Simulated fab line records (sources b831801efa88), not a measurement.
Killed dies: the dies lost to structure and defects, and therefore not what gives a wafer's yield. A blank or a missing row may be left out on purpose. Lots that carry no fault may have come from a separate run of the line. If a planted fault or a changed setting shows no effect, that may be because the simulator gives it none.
fab line records	flow sky130
[record] lots = 11	wafers = 33	last-day = 50
route steps=708 shown NWELL@81 LOCAL_INTERCONNECT@402 CONTACT@424 CAP2M@603 PAD_OPEN@708
lots that met no fault: from a run of the same line without faults
start-h: hours from the record's opening day to when the first of the lot's shown wafers began	wait-h: how many hours have passed since the lot's step before this one	" identical to the entry in the row above	L1.1+2: one row covering several wafers at once	- value missing, or start not given	* or withheld: withheld	< > ~ a bound
route shown NAME@n: NAME is a module with steps in the file, n the number in the route of the first one	usual: mean/standard deviation taken from wafers without a fault	same: alike in all rows	chamber/n: place in a boat	sites: readings site by site	_std_site: standard deviation of those values	_edge_site: mean of outer sites minus mean of inner sites	radius-mm: for every site, how far away it sits from the centre of the wafer	mask NAME#n: copy n	behind: the most recent tool/chamber to have shaped the wafer	hold: the reason the lot was held/the length of the hold in hours/how it ended	device: which transistor (n, p or np) failed to switch	end of line: the tests these same wafers got at the end of their route	a step without rows: its recipe alone	killed: dies that structure and defects cost at the first sort, which is not the same as the wafer's yield	map: dies across one wafer; x = killed, . = not, _ = none there
set.NAME: setting as actually run; set.NAME@STEP: the setting as run at that earlier step	model.NAME: the simulator's own value behind a step, which no gauge read
one table for each step of the route and one row for each wafer, over a sample of lots
services: the hour from which a tool's chamber was out of use, counted from the record's first day as start-h (under 0 if before that day), plus the number of hours and why
[[steps]]
[step SKY_NWELL_RTA_28]
[recipe] temp-c = 1050	time-s = 30	idle-temp-c = 650	ramp-up-c-per-s = 150	ramp-down-c-per-s = 90	ambient = N2
[usual] lamp-power-pct = 25.30/0.056	wafer_temp_C_max = 1055.0/0.96
lot.wafer	tool	chamber	start-h	wait-h	lamp-power-pct	wafer_temp_C_max
L879.1	rtp-anneal-02	0	102.21	0.0	25.29	1053.6
L879.5	"	0	"	"	25.33	1054.4
L879.6	"	0	"	"	25.39	1055.8
L880.2	rtp-anneal-02	0	106.66	0.0	25.39	1056.3
L880.4	"	0	"	"	25.25	1056.0
L880.6	"	0	"	"	25.32	1053.4
L888.2	rtp-anneal-02	0	157.26	0.0	25.32	1054.4
L888.5	"	0	"	"	25.27	1055.3
L888.6	"	0	"	"	25.36	1054.8
L889.1	rtp-anneal-02	0	162.26	0.0	25.35	1054.7
L889.2	"	0	"	"	25.27	1055.8
L889.3	"	0	"	"	25.21	1055.5
L892.1	rtp-anneal-02	0	187.19	0.0	25.29	1057.5
L892.3	"	0	"	"	25.34	1054.4
L892.5	"	0	"	"	25.31	1054.2
L895.3	rtp-anneal-01	0	199.43	0.0	25.33	1055.1
L895.4	"	0	"	"	25.26	1054.7
L895.6	"	0	"	"	25.32	1057.5
L896.4	rtp-anneal-02	0	206.15	0.1	25.28	1054.5
L896.5	"	0	"	"	25.35	1055.3
L896.6	"	0	"	"	25.29	1054.1
L899.2	rtp-anneal-02	0	224.88	0.0	25.33	1055.3
L899.3	"	0	"	"	25.18	1055.3
L899.5	"	0	"	"	25.33	1054.0
L900.1	rtp-anneal-01	0	233.44	0.0	25.43	1054.1
L900.3	"	0	"	"	25.27	1055.6
L900.5	"	0	"	"	25.27	1055.9
L901.2	rtp-anneal-01	0	240.66	0.0	25.25	1055.0
L901.3	"	0	"	"	25.22	1055.1
L901.5	"	0	"	"	25.25	1055.9
L902.2	rtp-anneal-02	0	245.32	0.0	25.37	1054.5
L902.4	"	0	"	"	25.33	1056.2
L902.5	"	0	"	"	25.31	1054.4
[step SKY_LOCAL_INTERCONNECT_STRIP_15]
[recipe] chemistry = O2/N2	power-w = 1400	pressure-mtorr = 1500	platen-temp-c = withheld	o2-flow-sccm = 3000	n2-flow-sccm = 300	overash-fraction = 0.5
[usual] chamber-pressure-mTorr = 1500.0/1.5	drypump-motor-current-A = 6.0/0.58	oes-product-au = 0.427/0.0046	strip-time-to-endpoint-s = 4.721/0.02
lot.wafer	tool	chamber	start-h	wait-h	chamber-pressure-mTorr	drypump-motor-current-A	oes-product-au	rf-hours-counter-h	strip-time-to-endpoint-s
L879.1	plasma-asher-02	1	698.61	0.0	1500.4	6.2	0.429	89	4.700
L879.5	"	1	"	"	1499.7	6.2	0.421	-	4.729
L879.6	"	0	"	"	1498.1	5.9	0.425	-	4.707
L880.2	plasma-asher-03	1	703.27	0.0	1501.5	6.6	0.428	29	4.735
L880.4	"	1	"	"	1500.0	6.6	0.432	-	4.770
L880.6	"	0	"	"	1502.0	6.0	0.427	-	4.747
L888.2	plasma-asher-01	0	772.88	0.0	1496.9	6.6	0.434	63	4.730
L888.5	"	0	"	"	1501.1	6.6	0.429	-	4.735
L888.6	"	1	"	"	1499.7	4.9	0.431	-	4.706
L889.1	plasma-asher-01	0	784.53	0.0	1501.7	6.5	0.438	64	4.738
L889.2	"	1	"	"	1500.8	5.0	0.421	64	4.723
L889.3	"	1	"	"	1501.5	4.9	0.422	-	4.736
L892.1	plasma-asher-01	1	820.23	0.0	1500.1	5.0	0.435	68	4.696
L892.3	"	1	"	"	1500.0	4.9	0.427	-	4.705
L892.5	"	0	"	"	1498.9	6.5	0.425	-	4.696
L895.3	plasma-asher-03	0	826.66	0.1	1502.1	6.0	0.419	-	4.718
L895.4	"	1	"	"	1499.7	6.7	0.424	-	4.699
L895.6	"	1	"	"	1501.4	6.7	0.426	-	4.690
L896.4	plasma-asher-01	1	837.11	0.1	1500.4	5.0	0.429	-	4.701
L896.5	"	1	"	"	1501.3	4.9	0.422	-	4.679
L896.6	"	0	"	"	1499.7	6.6	0.426	-	4.699
L899.2	plasma-asher-02	0	861.66	0.0	1500.0	5.9	0.427	105	4.711
L899.3	"	1	"	"	1499.0	6.2	0.421	-	4.723
L899.5	"	0	"	"	1500.2	5.9	0.435	-	4.720
L900.1	plasma-asher-03	1	868.88	0.0	1500.9	6.7	0.432	45	4.697
L900.3	"	1	"	"	1501.5	6.7	0.424	-	4.687
L900.5	"	0	"	"	1502.1	6.0	0.417	-	4.687
L901.2	plasma-asher-02	1	878.13	0.0	1500.2	6.2	0.429	106	4.717
L901.3	"	1	"	"	1500.2	6.2	0.424	-	4.707
L901.5	"	1	"	"	1502.0	6.2	0.437	-	4.741
L902.2	plasma-asher-03	1	882.51	0.0	1500.3	6.6	0.424	46	4.714
L902.4	"	1	"	"	1500.3	6.6	0.433	-	4.695
L902.5	"	1	"	"	1498.5	6.6	0.430	-	4.704
[step SKY_CONTACT_ETCH_18]
[recipe] target = Si3N4	chemistry = CHF3/O2	stop-on = TiN	source-w = 600	bias-w = 200	pressure-mtorr = 40	chf3-flow-sccm = 50	O2_flow_sccm = 5	time-s = 39	target-depth-a = 750
[usual] chamber-pressure-mTorr = 40.00/0.035	drypump-motor-current-A = 5.8/0.46	oes-product-au = 0.855/0.0069	throttle-valve-pct = 8.792/0.0088
lot.wafer	tool	chamber	start-h	wait-h	chamber-pressure-mTorr	drypump-motor-current-A	oes-product-au	rf-hours-counter-h	throttle-valve-pct
L879.1	rie-diel-02	1	-	-	39.98	6.2	0.854	27	8.807
L879.5	"	0	"	"	40.02	5.7	0.857	-	8.794
L879.6	"	3	"	"	40.00	5.2	0.869	-	8.787
L880.2	rie-diel-03	0	-	-	40.01	6.5	0.856	3	8.776
L880.4	"	1	"	"	40.03	6.6	0.861	5	8.791
L880.6	"	1	"	"	40.01	6.5	0.861	-	8.805
L888.2	rie-diel-04	3	-	-	40.02	6.3	0.853	17	8.784
L888.5	"	2	"	"	40.01	5.2	0.866	-	8.797
L888.6	"	3	"	"	40.02	6.3	0.862	-	8.804
L889.1	rie-diel-03	0	-	-	40.00	6.5	0.847	5	8.794
L889.2	"	2	"	"	40.00	5.6	0.849	14	8.799
L889.3	"	1	"	"	39.99	6.6	0.851	8	8.789
L892.1	rie-diel-03	1	-	-	39.98	6.6	0.849	9	8.777
L892.3	"	3	"	"	39.97	5.4	0.854	16	8.783
L892.5	"	1	"	"	39.96	6.5	0.858	-	8.791
L895.3	rie-diel-03	0	-	-	40.02	6.6	0.853	7	8.797
L895.4	"	1	"	"	39.97	6.6	0.857	9	8.788
L895.6	"	2	"	"	39.99	5.6	0.863	-	8.798
L896.4	rie-diel-02	2	-	-	39.96	5.9	0.856	-	8.794
L896.5	"	3	"	"	40.01	5.2	0.864	-	8.801
L896.6	"	0	"	"	40.08	5.7	0.860	-	8.796
L899.2	rie-diel-02	0	-	-	40.02	5.7	0.851	2	8.774
L899.3	"	3	"	"	39.98	5.2	0.847	3	8.781
L899.5	"	1	"	"	39.99	6.2	0.858	-	8.796
L900.1	rie-diel-04	0	-	-	40.00	6.0	0.857	7	8.787
L900.3	"	2	"	"	39.99	5.2	0.855	8	8.808
L900.5	"	3	"	"	39.97	6.3	0.869	-	8.780
L901.2	rie-diel-04	2	-	-	39.98	5.2	0.862	8	8.799
L901.3	"	1	"	"	39.97	5.7	0.845	8	8.803
L901.5	"	3	"	"	40.00	6.3	0.853	-	8.776
L902.2	rie-diel-02	0	-	-	40.01	5.7	0.857	2	8.789
L902.4	"	3	"	"	39.97	5.2	0.854	4	8.800
L902.5	"	3	"	"	39.97	5.2	0.849	-	8.794
[step SKY_CAP2M_CVD_00]
[recipe] material = SiO2	target-thk-nm = 15.5	temp-c = 400	time-s = withheld	rf-w = 450
[usual] heater-power-w = 745/76
lot.wafer	tool	chamber	start-h	wait-h	heater-power-w
L879.1	pecvd-03	2	921.72	0.0	752
L879.5	"	2	"	"	739
L879.6	"	1	"	"	730
L880.2	pecvd-01	0	926.72	0.0	765
L880.4	"	0	"	"	776
L880.6	"	2	"	"	785
L888.2	pecvd-03	2	989.80	0.0	823
L888.5	"	1	"	"	656
L888.6	"	0	"	"	732
L889.1	pecvd-04	0	999.86	0.0	873
L889.2	"	2	"	"	681
L889.3	"	1	"	"	676
L892.1	pecvd-01	0	1030.43	0.0	683
L892.3	"	1	"	"	792
L892.5	"	0	"	"	653
L895.3	pecvd-01	1	1037.14	0.0	787
L895.4	"	2	"	"	777
L895.6	"	0	"	"	719
L896.4	pecvd-01	1	1045.17	0.0	813
L896.5	"	0	"	"	680
L896.6	"	2	"	"	727
L899.2	pecvd-04	1	1067.31	0.0	677
L899.3	"	0	"	"	889
L899.5	"	1	"	"	672
L900.1	pecvd-04	0	1070.94	0.0	916
L900.3	"	2	"	"	717
L900.5	"	1	"	"	661
L901.2	pecvd-04	1	1080.45	0.0	630
L901.3	"	0	"	"	912
L901.5	"	1	"	"	645
L902.2	pecvd-01	1	1082.63	0.0	732
L902.4	"	2	"	"	742
L902.5	"	0	"	"	613
[step SKY_PAD_OPEN_PROBE_99]
[usual] defect-limited-yield = 82.2/1.9	killed_at_M0_to_M3 = 45/7.3	killed_at_M4_up = 3.1/1.7	killed-at-contacts = 25/5.1	killed-at-front-end = 15/4.5	killed-at-other = 0.3/0.56	killed-dies = 88/9.4	killed-on-rim = 17/4.3	killed-open = 47/6.6	killed-short = 40/6.9	sort_bin_3_pad_short = 0.9/0.46	sort_bin_5_function = 10.5/1.5	sort_bin_6_memory = 6.4/1.1	sort-n-pass = 404/9.4	sort-yield-pct = 82.2/1.9
[same] gross-dies = 492	killed-at-back-side = 0	sort_bin_4_leakage[%] = 0	sort_bin_8_speed[%] = 0
lot.wafer	tool	chamber	start-h	wait-h	defect-limited-yield[%]	killed_at_M0_to_M3	killed_at_M4_up	killed-at-contacts	killed-at-front-end	killed-at-other	killed-dies	killed-on-rim	killed-open	killed-short	sort_bin_3_pad_short[%]	sort_bin_5_function[%]	sort_bin_6_memory[%]	sort-n-pass	sort-yield-pct[%]
L888.2	prober-02	-	1124.76	0.1	82.5	35	3	25	23	0	86	12	40	46	1.4	9.3	6.7	406	82.5
L889.1	prober-01	-	1132.55	0.1	83.1	35	5	27	16	0	83	15	41	42	1.0	10.2	5.7	409	83.1
L889.2	prober-01	-	1132.60	0.1	77.4	48	2	28	17	16	111	30	47	48	2.2	12.0	8.3	381	77.4
L889.3	prober-01	-	1132.65	0.2	80.7	54	3	24	14	0	95	19	50	45	0.6	10.6	8.1	397	80.7
L892.1	prober-01	-	1157.85	0.1	81.7	50	2	21	17	0	90	19	55	35	0.2	10.4	7.7	402	81.7
L892.3	prober-01	-	1157.95	0.2	84.8	31	5	19	20	0	75	19	49	26	0.8	8.7	5.7	417	84.8
L892.5	prober-01	-	1158.05	0.2	82.3	51	1	20	15	0	87	10	52	35	1.2	10.2	6.3	405	82.3
L896.4	prober-02	-	1168.97	0.2	84.6	41	3	13	19	0	76	15	44	32	1.2	8.9	5.3	416	84.6
L896.5	prober-02	-	1169.02	0.2	79.9	49	3	22	25	0	99	21	49	50	1.6	11.0	7.5	393	79.9
L896.6	prober-02	-	1169.07	0.2	84.1	29	5	24	20	0	78	13	42	36	0.4	10.2	5.3	414	84.1
// killed by level:class
L888.2 FIELD_ISO:geometric-particle:open=8 CONTACT:geometric-particle:short=7 VIA3:geometric-particle:open=7 FIELD_ISO:geometric-particle:short=5 POLY_GATE:geometric-particle:short=5 LI_CONTACT:geometric-particle:open=5 LOCAL_INTERCONNECT:geometric-particle:short=5 METAL1:geometric-particle:short=5
L889.1 CONTACT:geometric-particle:open=9 METAL1:geometric-particle:short=7 LI_CONTACT:geometric-particle:short=6 CONTACT:geometric-particle:short=5 POLY_GATE:geometric-particle:open=4 POLY_GATE:geometric-particle:short=4 SPACER:geometric-particle:open=4 VIA2:geometric-particle:open=4
L889.2 CAP2M:unspecified=16 VIA1:geometric-particle:open=10 CONTACT:geometric-particle:short=8 CONTACT:geometric-particle:open=6 LI_CONTACT:geometric-particle:open=6 VIA3:geometric-particle:open=6 POLY_GATE:geometric-particle:short=5 VIA1:geometric-particle:short=5
L889.3 VIA1:geometric-particle:open=16 CONTACT:geometric-particle:open=8 METAL1:geometric-particle:short=7 LOCAL_INTERCONNECT:geometric-particle:short=6 VIA1:geometric-particle:short=6 VIA2:geometric-particle:open=6 LI_CONTACT:geometric-particle:open=5 METAL2:geometric-particle:short=5
L892.1 VIA1:geometric-particle:open=13 VIA1:geometric-particle:short=12 CONTACT:geometric-particle:open=7 VIA2:geometric-particle:open=7 VIA3:geometric-particle:open=7 POLY_GATE:geometric-particle:open=5 LI_CONTACT:geometric-particle:open=5 METAL1:geometric-particle:short=5
L892.3 VIA1:geometric-particle:open=12 LI_CONTACT:geometric-particle:open=9 FIELD_ISO:geometric-particle:short=5 VIA2:geometric-particle:open=5 CONTACT:geometric-particle:open=5 POLY_GATE:geometric-particle:open=4 POLY_GATE:geometric-particle:short=4 VIA3:geometric-particle:open=4
L892.5 VIA1:geometric-particle:open=12 CONTACT:geometric-particle:open=9 VIA3:geometric-particle:open=9 VIA2:geometric-particle:open=8 METAL2:geometric-particle:short=7 VIA1:geometric-particle:short=6 FIELD_ISO:geometric-particle:short=5 FIELD_ISO:geometric-particle:open=4
L896.4 VIA1:geometric-particle:open=14 VIA3:geometric-particle:open=7 CONTACT:geometric-particle:open=6 FIELD_ISO:geometric-particle:short=5 FIELD_ISO:geometric-particle:open=5 METAL2:geometric-particle:short=5 METAL1:geometric-particle:short=3 LI_CONTACT:geometric-particle:open=3
L896.5 FIELD_ISO:geometric-particle:open=9 VIA1:geometric-particle:open=9 CONTACT:geometric-particle:open=7 VIA1:geometric-particle:short=7 FIELD_ISO:geometric-particle:short=6 VIA2:geometric-particle:open=6 LI_CONTACT:geometric-particle:open=5 METAL1:geometric-particle:short=5
L896.6 CONTACT:geometric-particle:open=8 FIELD_ISO:geometric-particle:short=6 LI_CONTACT:geometric-particle:open=6 VIA1:geometric-particle:open=6 FIELD_ISO:geometric-particle:open=5 METAL2:geometric-particle:short=5 VIA2:geometric-particle:short=5 POLY_GATE:geometric-particle:open=4
[[services]]
tool	chamber	start-h	hours	kind
pecvd-04	2	78.99	19.6	repair
rie-diel-03	0	88.31	16.7	repair
plasma-asher-01	-	108.75	9.0	pm
rie-diel-02	3	111.56	14.3	repair
rie-diel-03	2	131.84	6.5	repair
rie-diel-03	1	137.08	12.7	repair
rie-diel-02	3	148.01	3.7	repair
plasma-asher-03	-	155.52	1.0	repair
pecvd-01	2	173.70	4.6	repair
plasma-asher-03	-	187.46	2.8	pm
rtp-anneal-02	-	218.11	4.1	pm
rie-diel-02	-	228.63	14.6	pm
pecvd-04	-	235.80	1.8	repair
rie-diel-03	-	241.24	1.6	repair
rtp-anneal-02	-	281.05	0.8	pm
pecvd-01	-	310.38	28.1	pm
pecvd-01	2	366.95	6.6	repair
pecvd-01	1	529.94	20.9	repair
pecvd-01	-	562.23	2.8	pm
pecvd-01	0	586.15	9.6	repair
pecvd-01	-	775.74	0.9	repair
rtp-anneal-02	-	955.11	3.8	pm
pecvd-01	-	1003.01	14.6	pm
pecvd-01	2	1019.49	13.4	repair
[[key]]
[first-sign] step = SKY_PAD_OPEN_PROBE_99	reading = killed-at-other	direction = up	sigmas = 16	usual = 0.3	struck = 16
effect none on later readings
met-at SKY_CAP2M_CVD_00
struck-lots L889
struck-wafers L889.2
not-acting-at SKY_NWELL_RTA_28,SKY_LOCAL_INTERCONNECT_STRIP_15,SKY_CONTACT_ETCH_18
[fault] kind = chamber-particle-source	tool = pecvd-04	chamber = 2	onset-h = 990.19	steps = SKY_CAP2M_CVD_00	rate-per-visit-cm2 = 0.43417	end-h = 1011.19
